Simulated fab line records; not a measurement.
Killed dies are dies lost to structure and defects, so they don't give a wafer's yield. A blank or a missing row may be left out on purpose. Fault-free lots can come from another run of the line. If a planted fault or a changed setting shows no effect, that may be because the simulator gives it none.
fab line records    flow sky130
[record] lots = 6  wafers = 18  last_day = 50
route steps=708 shown VIA3@576 PAD_OPEN@708
lots that met no fault: from a run of the same line without faults
start_h: hours from the record's first day to the start of the lot's first wafer shown    wait_h: hours from the lot's prior step to this one    " the same as in the row above    L1.1+2: one row covering several wafers at once    - value missing, or start not given    * or withheld: withheld    < > ~ a bound
route shown NAME@n: NAME is a module with steps in the file, n the number in the route of the first one    usual: average and standard deviation across the fault-free wafers    same: alike in all rows    chamber/n: place in a boat    sites: each site's reading    _std_site: their standard deviation    _edge_site: inner sites' mean taken away from outer sites' mean    radius_mm: for every site, how far away it sits from the centre of the wafer    mask NAME#n: copy n    behind: the most recent tool/chamber to have shaped the wafer    hold: cause of the lot's hold/its duration in hours/its outcome    device: transistor that didn't switch, given as n, p or np    end of line: the route-end tests of the same wafers    where a step has no rows: the recipe by itself    killed: dies that structure and defects cost at the first sort, which is not the same as the wafer's yield    map: dies across one wafer; x = killed, . = not, _ = none there
set.NAME: the setting the step ran with; set.NAME@STEP: the setting that earlier step ran with    model.NAME: the simulator's own value behind a step, which no gauge read
certain route steps with their lots: each step a table, each wafer a row
services: from which hour (start_h, from the record's first day; less than 0 if before it) a tool's chamber was out of use, for how many hours, and why
[[steps]]
[step SKY_VIA3_BOW_MEAS_03]
[recipe] mode = bow
[usual] VIA3_BOW = 80/6.4
lot.wafer  tool           chamber  start_h  wait_h  VIA3_BOW[um]
L146.2     film_metro-03  -        933.41   0.1     79
L146.4     "              -        "        "       83
L146.6     "              -        "        "       82
L147.1     film_metro-03  -        936.09   0.1     79
L147.2     "              -        "        "       77
L147.5     "              -        "        "       72
L157.1     film_metro-03  -        1011.65  0.1     76
L157.3     "              -        "        "       70
L157.6     "              -        "        "       73
L159.1     film_metro-02  -        1020.66  0.2     84
L159.2     "              -        "        "       85
L159.3     "              -        "        "       73
L162.1     film_metro-02  -        1044.10  0.1     83
L162.5     "              -        "        "       81
L162.6     "              -        "        "       89
L163.2     film_metro-01  -        1047.75  0.2     83
L163.3     "              -        "        "       91
L163.5     "              -        "        "       89
[step SKY_VIA3_DEHYDRATE_04]
[recipe] temp_c = 200  time_s = 60
[step SKY_VIA3_HMDS_05]
[recipe] prime_time_s = 60  prime_temp_c = 120
[step SKY_VIA3_COAT_06]
[recipe] resist = BARC  temp_c = withheld  time_s = withheld  spin_rpm = 3000  resist_thk_nm = 60
[step SKY_VIA3_COAT_07]
[recipe] resist = KrF-thick  spin_rpm = 3000  resist_thk_nm = 450
[step SKY_VIA3_SOFTBAKE_08]
[recipe] temp_c = 100  time_s = 87.26  resist = KrF-thick
[step SKY_VIA3_EXPOSE_09]
[recipe] mask_id = VIM3  na = 0.8  source_shape = annular  sigma_inner = 0.55  sigma_outer = 0.85  target_cd_nm = 200  dose_mj = 38
[step SKY_VIA3_PEB_10]
[recipe] peb_temp_c = withheld  peb_time_s = withheld  resist = KrF-thick
[step SKY_VIA3_DEVELOP_11]
[recipe] develop_time_s = 60  resist = KrF-thick  dev_temp_c = 21
[step SKY_VIA3_CD_MEAS_12]
[recipe] target_cd_nm = 200
[usual] cd_nm = 199.8/1.6
lot.wafer  tool       chamber  start_h  wait_h  cd_nm
L146.2     cd_sem-01  -        957.12   -       202.7
L146.4     "          -        "        "       201.7
L146.6     "          -        "        "       202.3
L147.1     cd_sem-02  -        960.00   -       200.0
L147.2     "          -        "        "       200.2
L147.5     "          -        "        "       199.2
L157.1     cd_sem-02  -        1034.70  -       202.0
L157.3     "          -        "        "       202.4
L157.6     "          -        "        "       201.3
L159.1     cd_sem-02  -        1043.80  -       199.3
L159.2     "          -        "        "       199.7
L159.3     "          -        "        "       199.5
L162.1     cd_sem-02  -        1066.05  -       199.0
L162.5     "          -        "        "       199.9
L162.6     "          -        "        "       198.2
L163.2     cd_sem-01  -        1069.62  -       198.5
L163.3     "          -        "        "       198.7
L163.5     "          -        "        "       199.0
[step SKY_VIA3_OVL_MEAS_13]
[usual] VIA3_OVL = 0/4.6
lot.wafer  tool        chamber  start_h  wait_h  VIA3_OVL[nm]
L146.2     overlay-02  -        957.22   0.1     -1
L146.4     "           -        "        "       -3
L146.6     "           -        "        "       1
L147.1     overlay-01  -        960.12   0.1     -2
L147.2     "           -        "        "       -8
L147.5     "           -        "        "       -5
L157.1     overlay-01  -        1034.82  0.1     3
L157.3     "           -        "        "       5
L157.6     "           -        "        "       3
L159.1     overlay-02  -        1043.92  0.1     -1
L159.2     "           -        "        "       0
L159.3     "           -        "        "       -2
L162.1     overlay-01  -        1066.17  0.1     7
L162.5     "           -        "        "       8
L162.6     "           -        "        "       7
L163.2     overlay-02  -        1069.73  0.1     2
L163.3     "           -        "        "       2
L163.5     "           -        "        "       3
[step SKY_VIA3_ETCH_14]
[recipe] chemistry = N2/H2  target = BARC  ion_energy_ev = 200  source_w = 500  bias_w = 100  pressure_mtorr = 30  n2_flow_sccm = 100  h2_flow_sccm = 200  stop_on = SiO2  time_s = 45.9  target_depth_a = 600
[usual] drypump_motor_current_A = 5.5/0.38  oes_product_au = 0.855/0.0052  throttle_valve_pct = 13.225/0.0088
lot.wafer  tool         chamber  start_h  wait_h  drypump_motor_current_A  oes_product_au  rf_hours_counter_h  throttle_valve_pct
L146.2     rie_diel-02  3        957.25   0.0     5.0                      0.847           2                   13.236
L146.4     "            0        "        "       6.0                      0.851           2                   13.208
L146.6     "            2        "        "       5.7                      0.854           -                   13.227
L147.1     rie_diel-03  2        960.15   0.0     6.1                      0.857           7                   13.229
L147.2     "            0        "        "       5.1                      0.862           4                   13.230
L147.5     "            2        "        "       6.1                      0.854           -                   13.228
L157.1     rie_diel-03  1        1034.86  0.0     5.7                      0.853           4                   13.205
L157.3     "            2        "        "       6.1                      0.854           9                   13.229
L157.6     "            2        "        "       6.1                      0.858           -                   13.223
L159.1     rie_diel-03  2        1043.95  0.0     6.1                      0.860           10                  13.206
L159.2     "            0        "        "       5.1                      0.861           6                   13.197
L159.3     "            1        "        "       5.6                      0.861           5                   13.220
L162.1     rie_diel-02  0        1066.21  0.0     6.0                      0.854           5                   13.229
L162.5     "            3        "        "       5.0                      0.852           -                   13.221
L162.6     "            0        "        "       6.0                      0.850           -                   13.235
L163.2     rie_diel-02  0        1069.76  0.0     6.1                      0.852           5                   13.228
L163.3     "            2        "        "       5.7                      0.849           12                  13.221
L163.5     "            1        "        "       5.6                      0.861           -                   13.218
[step SKY_VIA3_ETCH_15]
[recipe] target = SiO2  chemistry = C4F8/O2/Ar  target_depth_nm = 507  stop_on = TiN  mask_material = KrF-thick  source_w = 1500  bias_w = 1200  pressure_mtorr = 40  c4f8_flow_sccm = withheld  O2_flow_sccm = 6  Ar_flow_sccm = 300  time_s = 78
[usual] oes_product_au = 0.945/0.005
lot.wafer  tool         chamber  start_h  wait_h  oes_product_au  rf_hours_counter_h  model.etch.depth_nm  model.VIA3.feature_depth_nm  model.KrF-thick_of_VIA3_COAT_07.thk_nm
L146.2     rie_diel-02  3        957.29   0.0     0.941           2                   464.7                464.7                        289.6
L146.4     "            0        "        "       0.941           2                   464.1                464.1                        286.5
L146.6     "            2        "        "       0.942           -                   463.1                463.1                        289.3
L147.1     rie_diel-03  2        960.19   0.0     0.952           7                   464.5                464.5                        291.3
L147.2     "            0        "        "       0.939           4                   464.3                464.3                        289.7
L147.5     "            2        "        "       0.946           -                   465.4                465.4                        290.1
L157.1     rie_diel-03  1        1034.90  0.0     0.701           4                   262.9                262.9                        339.6
L157.3     "            2        "        "       0.702           9                   267.8                267.8                        337.2
L157.6     "            2        "        "       0.704           -                   267.3                267.3                        337.7
L159.1     rie_diel-03  2        1043.99  0.0     0.706           10                  267                  267                          339.2
L159.2     "            0        "        "       0.708           6                   267.2                267.2                        338.3
L159.3     "            1        "        "       0.706           5                   261.4                261.4                        341
L162.1     rie_diel-02  0        1066.25  0.0     0.952           5                   464.9                464.9                        290
L162.5     "            3        "        "       0.952           -                   466.7                466.7                        292.7
L162.6     "            0        "        "       0.944           -                   465.3                465.3                        289.3
L163.2     rie_diel-02  0        1069.80  0.0     0.935           5                   464.5                464.5                        290.7
L163.3     "            2        "        "       0.942           12                  464.8                464.8                        292.2
L163.5     "            1        "        "       0.945           -                   465.7                465.7                        292
[step SKY_VIA3_STRIP_16]
[recipe] chemistry = O2/N2  power_w = 1400  pressure_mtorr = 1500  platen_temp_c = withheld  o2_flow_sccm = 3000  n2_flow_sccm = 300  overash_fraction = 0.5
[usual] drypump_motor_current_A = 5.53/0.27  oes_product_au = 0.402/0.0043  strip_time_to_endpoint_s = 4.128/0.023
lot.wafer  tool             chamber  start_h  wait_h  drypump_motor_current_A  oes_product_au  rf_hours_counter_h  strip_time_to_endpoint_s
L146.2     plasma_asher-03  0        957.35   0.0     5.98                     0.396           51                  4.122
L146.4     "                1        "        "       5.53                     0.398           -                   4.075
L146.6     "                0        "        "       5.96                     0.401           -                   4.105
L147.1     plasma_asher-01  1        960.25   0.0     5.48                     0.408           86                  4.117
L147.2     "                0        "        "       5.46                     0.409           86                  4.107
L147.5     "                0        "        "       5.46                     0.402           -                   4.118
L157.1     plasma_asher-03  1        1034.96  0.0     5.55                     0.417           59                  4.631
L157.3     "                0        "        "       5.98                     0.419           -                   4.614
L157.6     "                0        "        "       5.97                     0.429           -                   4.618
L159.1     plasma_asher-04  0        1044.05  0.0     5.65                     0.418           120                 4.646
L159.2     "                1        "        "       5.05                     0.423           120                 4.619
L159.3     "                0        "        "       5.63                     0.423           -                   4.633
L162.1     plasma_asher-03  1        1066.31  0.0     5.56                     0.401           62                  4.123
L162.5     "                1        "        "       5.55                     0.402           -                   4.126
L162.6     "                0        "        "       5.98                     0.401           -                   4.108
L163.2     plasma_asher-01  1        1069.86  0.0     5.48                     0.405           97                  4.116
L163.3     "                0        "        "       5.44                     0.399           -                   4.118
L163.5     "                0        "        "       5.44                     0.404           -                   4.136
[step SKY_VIA3_STRIP_17]
[recipe] chemistry = post_etch_residue_remover  time_s = 1200  temp_c = 72.5
[step SKY_PAD_OPEN_PROBE_99]
[usual] defect_limited_yield = 82.2/1.8  killed_at_M0_to_M3 = 44/7.1  killed_at_M4_up = 3.1/1.9  killed_at_contacts = 25/5.8  killed_at_front_end = 16/4.5  killed_at_other = 0.3/0.52  killed_dies = 88/9.1  killed_on_rim = 17/4  killed_open = 48/6.8  killed_short = 39/5.8  sort_bin_3_pad_short = 0.9/0.4  sort_bin_5_function = 10.6/1.4  sort_bin_6_memory = 6.3/1.1  sort_n_pass = 404/9.1  sort_yield_pct = 82.2/1.8
[same] gross_dies = 492  killed_at_back_side = 0  sort_bin_4_leakage[%] = 0  sort_bin_8_speed[%] = 0
lot.wafer  tool       chamber  start_h  wait_h  defect_limited_yield[%]  killed_at_M0_to_M3  killed_at_M4_up  killed_at_contacts  killed_at_front_end  killed_at_other  killed_dies  killed_on_rim  killed_open  killed_short  sort_bin_3_pad_short[%]  sort_bin_5_function[%]  sort_bin_6_memory[%]  sort_n_pass  sort_yield_pct[%]
L146.2     prober-01  -        1101.26  0.1     83.5                     41                  1                17                  21                   1                81           14             45           36            1.0                      10.8                    4.7                   411          83.5
L146.4     prober-01  -        1101.36  0.2     85.2                     33                  2                25                  13                   0                73           14             37           36            1.2                      9.1                     4.5                   419          85.2
L146.6     prober-01  -        1101.46  0.2     84.8                     36                  2                20                  17                   0                75           11             43           32            1.2                      8.9                     5.1                   417          84.8
L157.1     prober-02  -        1165.35  0.1     0                        441                 3                23                  25                   0                492          96             47           37            0.6                      92.9                    6.5                   0            0
L157.3     prober-02  -        1165.45  0.2     0                        445                 2                23                  21                   1                492          96             41           44            0.8                      92.9                    6.3                   0            0
L157.6     prober-02  -        1165.60  0.2     0                        450                 0                21                  21                   0                492          96             49           32            1.4                      92.9                    5.7                   0            0
L159.1     prober-02  -        1171.31  0.1     0                        450                 4                25                  13                   0                492          96             47           40            1.2                      93.1                    5.7                   0            0
L159.2     prober-02  -        1171.36  0.1     0                        450                 4                17                  21                   0                492          96             54           38            0.6                      91.5                    7.9                   0            0
L159.3     prober-02  -        1171.41  0.2     0                        453                 1                22                  16                   0                492          96             55           48            1.0                      92.1                    6.9                   0            0
L162.1     prober-01  -        1187.96  0.1     84.1                     41                  4                22                  11                   0                78           13             44           34            1.2                      8.7                     5.9                   414          84.1
L162.5     prober-01  -        1188.16  0.2     81.1                     61                  1                19                  12                   0                93           13             59           34            0.6                      11.8                    6.5                   399          81.1
L162.6     prober-01  -        1188.21  0.2     84.6                     37                  3                21                  14                   1                76           17             41           35            1.6                      8.9                     4.9                   416          84.6
// killed by level:class
L146.2 VIA1:geometric_particle:open=10 LI_CONTACT:geometric_particle:open=6 METAL2:geometric_particle:short=6 FIELD_ISO:geometric_particle:open=5 POLY_GATE:geometric_particle:open=5 VIA1:geometric_particle:short=5 VIA3:geometric_particle:open=5 POLY_GATE:geometric_particle:short=4
L146.4 CONTACT:geometric_particle:open=9 VIA1:geometric_particle:short=7 VIA3:geometric_particle:open=7 LI_CONTACT:geometric_particle:open=6 METAL1:geometric_particle:short=5 CONTACT:geometric_particle:short=4 FIELD_ISO:geometric_particle:open=3 POLY_GATE:geometric_particle:open=3
L146.6 LI_CONTACT:geometric_particle:open=11 VIA1:geometric_particle:open=7 METAL2:geometric_particle:short=7 FIELD_ISO:geometric_particle:open=5 VIA1:geometric_particle:short=5 VIA3:geometric_particle:open=5 VIA2:geometric_particle:open=4 VIA3:geometric_particle:short=4
L157.1 VIA3:area_etch=408 VIA1:geometric_particle:open=8 LI_CONTACT:geometric_particle:open=7 VIA2:geometric_particle:open=7 FIELD_ISO:geometric_particle:short=6 POLY_GATE:geometric_particle:short=6 CONTACT:geometric_particle:short=6 METAL2:geometric_particle:short=6
L157.3 VIA3:area_etch=407 FIELD_ISO:geometric_particle:short=9 VIA1:geometric_particle:short=8 LI_CONTACT:geometric_particle:open=7 CONTACT:geometric_particle:open=7 VIA1:geometric_particle:open=6 VIA2:geometric_particle:open=5 METAL1:geometric_particle:short=5
L157.6 VIA3:area_etch=411 CONTACT:geometric_particle:open=10 VIA1:geometric_particle:open=10 METAL2:geometric_particle:short=9 LI_CONTACT:geometric_particle:open=7 VIA2:geometric_particle:open=6 VIA3:geometric_particle:open=6 FIELD_ISO:geometric_particle:open=5
L159.1 VIA3:area_etch=405 VIA1:geometric_particle:open=11 CONTACT:geometric_particle:open=7 METAL2:geometric_particle:short=6 CONTACT:geometric_particle:short=6 LI_CONTACT:geometric_particle:open=5 VIA2:geometric_particle:open=5 LI_CONTACT:geometric_particle:short=4
L159.2 VIA3:area_etch=400 VIA1:geometric_particle:open=12 VIA2:geometric_particle:open=9 FIELD_ISO:geometric_particle:open=8 VIA1:geometric_particle:short=6 VIA3:geometric_particle:open=6 POLY_GATE:geometric_particle:short=5 METAL2:geometric_particle:short=5
L159.3 VIA3:area_etch=388 VIA1:geometric_particle:open=16 METAL2:geometric_particle:short=11 CONTACT:geometric_particle:open=10 VIA1:geometric_particle:short=8 VIA2:geometric_particle:open=8 METAL3:geometric_particle:short=5 FIELD_ISO:geometric_particle:open=4
L162.1 CONTACT:geometric_particle:open=12 VIA1:geometric_particle:open=11 METAL2:geometric_particle:short=7 VIA3:geometric_particle:open=6 VIA2:geometric_particle:short=5 FIELD_ISO:geometric_particle:short=4 POLY_GATE:geometric_particle:open=4 CONTACT:geometric_particle:short=4
L162.5 VIA1:geometric_particle:open=18 LI_CONTACT:geometric_particle:open=8 METAL1:geometric_particle:short=8 METAL2:geometric_particle:short=8 CONTACT:geometric_particle:open=7 VIA3:geometric_particle:open=6 VIA1:geometric_particle:short=5 VIA2:geometric_particle:open=5
L162.6 METAL2:geometric_particle:short=9 CONTACT:geometric_particle:open=9 VIA1:geometric_particle:open=9 LI_CONTACT:geometric_particle:open=6 LOCAL_INTERCONNECT:geometric_particle:short=6 VIA2:geometric_particle:open=5 POLY_GATE:geometric_particle:short=4 POLY_GATE:geometric_particle:open=3
// map L157.1 (x killed, . not)
__________xxxxxxxxxx_________
________xxxxxxxxxxxxxx_______
______xxxxxxxxxxxxxxxxxx_____
_____xxxxxxxxxxxxxxxxxxxx____
____xxxxxxxxxxxxxxxxxxxxxx___
___xxxxxxxxxxxxxxxxxxxxxxxx__
__xxxxxxxxxxxxxxxxxxxxxxxxxx_
_xxxxxxxxxxxxxxxxxxxxxxxxxxxx
_xxxxxxxxxxxxxxxxxxxxxxxxxxxx
_xxxxxxxxxxxxxxxxxxxxxxxxxxxx
_xxxxxxxxxxxxxxxxxxxxxxxxxxxx
_xxxxxxxxxxxxxxxxxxxxxxxxxxxx
_xxxxxxxxxxxxxxxxxxxxxxxxxxxx
_xxxxxxxxxxxxxxxxxxxxxxxxxxxx
_xxxxxxxxxxxxxxxxxxxxxxxxxxxx
__xxxxxxxxxxxxxxxxxxxxxxxxxx_
___xxxxxxxxxxxxxxxxxxxxxxxx__
____xxxxxxxxxxxxxxxxxxxxxx___
_____xxxxxxxxxxxxxxxxxxxx____
______xxxxxxxxxxxxxxxxxx_____
________xxxxxxxxxxxxxx_______
__________xxxxxxxxxx_________
// map L159.1 (x killed, . not)
__________xxxxxxxxxx_________
________xxxxxxxxxxxxxx_______
______xxxxxxxxxxxxxxxxxx_____
_____xxxxxxxxxxxxxxxxxxxx____
____xxxxxxxxxxxxxxxxxxxxxx___
___xxxxxxxxxxxxxxxxxxxxxxxx__
__xxxxxxxxxxxxxxxxxxxxxxxxxx_
_xxxxxxxxxxxxxxxxxxxxxxxxxxxx
_xxxxxxxxxxxxxxxxxxxxxxxxxxxx
_xxxxxxxxxxxxxxxxxxxxxxxxxxxx
_xxxxxxxxxxxxxxxxxxxxxxxxxxxx
_xxxxxxxxxxxxxxxxxxxxxxxxxxxx
_xxxxxxxxxxxxxxxxxxxxxxxxxxxx
_xxxxxxxxxxxxxxxxxxxxxxxxxxxx
_xxxxxxxxxxxxxxxxxxxxxxxxxxxx
__xxxxxxxxxxxxxxxxxxxxxxxxxx_
___xxxxxxxxxxxxxxxxxxxxxxxx__
____xxxxxxxxxxxxxxxxxxxxxx___
_____xxxxxxxxxxxxxxxxxxxx____
______xxxxxxxxxxxxxxxxxx_____
________xxxxxxxxxxxxxx_______
__________xxxxxxxxxx_________
[[services]]
tool             chamber  start_h  hours  kind
plasma_asher-03  -        938.94   3.4    repair
rie_diel-03      3        958.09   16.4   repair
plasma_asher-03  -        965.16   2.2    repair
plasma_asher-03  -        967.63   5.9    repair
plasma_asher-04  -        989.01   10.1   repair
plasma_asher-03  -        1008.80  0.3    repair
plasma_asher-01  -        1015.50  2.8    pm
rie_diel-02      -        1026.19  1.0    repair
plasma_asher-04  -        1055.25  9.0    pm
plasma_asher-04  0        1055.25  9.0    vent_cycle
plasma_asher-04  1        1055.25  9.0    vent_cycle
plasma_asher-04  0        1064.25  -      clean
plasma_asher-04  1        1064.25  -      clean
[[key]]
[first_sign] step = SKY_VIA3_ETCH_15  reading = oes_product_au  direction = down  sigmas = 49  usual = 0.945  struck = 0.704
[effect] step = SKY_VIA3_STRIP_16  reading = strip_time_to_endpoint_s  direction = up  sigmas = 21  usual = *  struck = *
[effect] step = SKY_PAD_OPEN_PROBE_99  reading = sort_bin_5_function  direction = up  sigmas = 57  usual = 10.6  struck = 92.5
[model_effect] step = SKY_VIA3_ETCH_15  value = etch.depth_nm  without = 464.7  struck = 265.6
[more_kills_born_at] SKY_VIA3_ETCH_15@rie_diel-03 = 2419
met_at SKY_VIA3_ETCH_15
struck_wafers L157.1,L157.3,L157.6,L159.1,L159.2,L159.3
later_rows_left_out L157.1,L157.3,L157.6,L159.1,L159.2,L159.3
onset_between 960.19 1034.90
[fault] kind = process_parameter_drift  tool = rie_diel-03  chamber = -  onset_h = 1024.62  steps = SKY_VIA3_ETCH_15  channel = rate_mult  offset = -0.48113  shape = step  end_h = 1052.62
// later_rows_left_out: the simulator's readings of these wafers behind a module that went badly wrong aren't trusted and aren't shown, but for the sort
